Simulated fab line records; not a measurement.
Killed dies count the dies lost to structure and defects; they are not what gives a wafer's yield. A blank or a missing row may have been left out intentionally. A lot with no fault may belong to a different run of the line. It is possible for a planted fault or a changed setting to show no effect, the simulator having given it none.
Which tool is to blame? ; flow gf180mcu ; 10 lots with 30 wafers sampled at 4 steps, on a route of 602 steps

## WHAT THE GAUGES READ, wafer by wafer
GF_VT_IMPLANT_TW_MEAS_43.
lot;measured;on;VT_IMPLANT_4_TW
L986;day 8 01:44;filmMetro-03;684 693 689
L989;day 8 21:26;filmMetro-01;710 709 716
L990;day 9 05:13;filmMetro-04;685 689 685
L991;day 9 10:56;filmMetro-04;687 689 688
L992;day 9 16:14;filmMetro-03;686 692 690
L993;day 10 02:10;filmMetro-03;695 693 694
L994;day 10 07:37;filmMetro-01;712 714 710
L103;day 12 20:41;filmMetro-03;30 30 30
L106;day 13 18:32;filmMetro-03;692 695 692
L107;day 14 00:10;filmMetro-03;694 694 699

## WHAT TOOL EACH LOT RAN ON (gives the tool, then ch and the chambers of the sampled wafers, and finally the start)
lot;GF_STI_ETCH_13;GF_VT_IMPLANT_STRIP_31;GF_VT_IMPLANT_STRIP_42
L986;rieDiel-04 ch 0,2,3, day 2 12:27;plasmaAsher-02 ch 0,1, day 7 10:22;plasmaAsher-02 ch 0,1, day 8 01:38
L989;rieDiel-03 ch 0,1,3, day 3 03:36;plasmaAsher-04 ch 0,1, day 8 04:28;plasmaAsher-04 ch 0,1, day 8 21:19
L990;rieDiel-03 ch 1,2,3, day 3 08:43;plasmaAsher-02 ch 0,1, day 8 12:02;plasmaAsher-04 ch 0,1, day 9 05:07
L991;rieDiel-03 ch 1,2,3, day 3 13:45;plasmaAsher-04 ch 0,1, day 8 17:40;plasmaAsher-02 ch 0,1, day 9 10:50
L992;rieDiel-04 ch 0,1, day 3 18:43;plasmaAsher-02 ch 0, day 8 23:13;plasmaAsher-01 ch 0,1, day 9 16:07
L993;rieDiel-03 ch 0,2,3, day 4 00:51;plasmaAsher-01 ch 0,1, day 9 09:16;plasmaAsher-01 ch 0, day 10 02:04
L994;rieDiel-04 ch 0,1,3, day 4 04:48;plasmaAsher-04 ch 0,1, day 9 13:49;plasmaAsher-02 ch 0,1, day 10 07:31
L103;rieDiel-04 ch 0,1,3, day 6 02:51;plasmaAsher-04 ch 0,1, day 12 01:00;plasmaAsher-04 ch 0,1, day 12 20:36
L106;rieDiel-03 ch 0,3, day 6 19:16;plasmaAsher-02 ch 0,1, day 12 22:02;plasmaAsher-01 ch 0,1, day 13 18:26
L107;rieDiel-02 ch 0,1,2, day 7 00:15;plasmaAsher-01 ch 0,1, day 13 04:08;plasmaAsher-02 ch 0,1, day 14 00:04
- GF_STI_ETCH_13: etches the open film in CHF3/O2, stops on Si, target depth 282.31 nm, time 112.9 s.
- GF_VT_IMPLANT_STRIP_31: strips in O2/N2.
- GF_VT_IMPLANT_STRIP_42: strips in O2/N2.

## THE ANSWER, worked out from the rows above alone
Rule: usual is defined by the lots themselves. Put in order of their means at a reading, lots are off if they are a third of the lots or fewer, leave a main group of 4 or more, and stand apart from it by a gap of 3 or more times the standard deviation of the main group's means; of several such gaps the widest counts. A main group whose means are all the same, to the digits that the tables above print for the reading, isn't used. A lot without any number at a reading at which 4 lots or more have one is off too. Where the step has rows for the other lots, those lots are counted as sound.
Off: L103, at GF_VT_IMPLANT_TW_MEAS_43 (VT_IMPLANT_4_TW). The main group: mean 695, standard deviation 9.2.
A tool fits if, at a process step before that reading, it ran every lot that is off, and no sound lot after the first of them. Gauges at GF_VT_IMPLANT_TW_MEAS_43: tried the same way as those tools. This does not decide it: 2 tools fit, namely rieDiel-04 at GF_STI_ETCH_13 and plasmaAsher-04 at GF_VT_IMPLANT_STRIP_31 and GF_VT_IMPLANT_STRIP_42.

## WHAT THE SIMULATOR PUT IN
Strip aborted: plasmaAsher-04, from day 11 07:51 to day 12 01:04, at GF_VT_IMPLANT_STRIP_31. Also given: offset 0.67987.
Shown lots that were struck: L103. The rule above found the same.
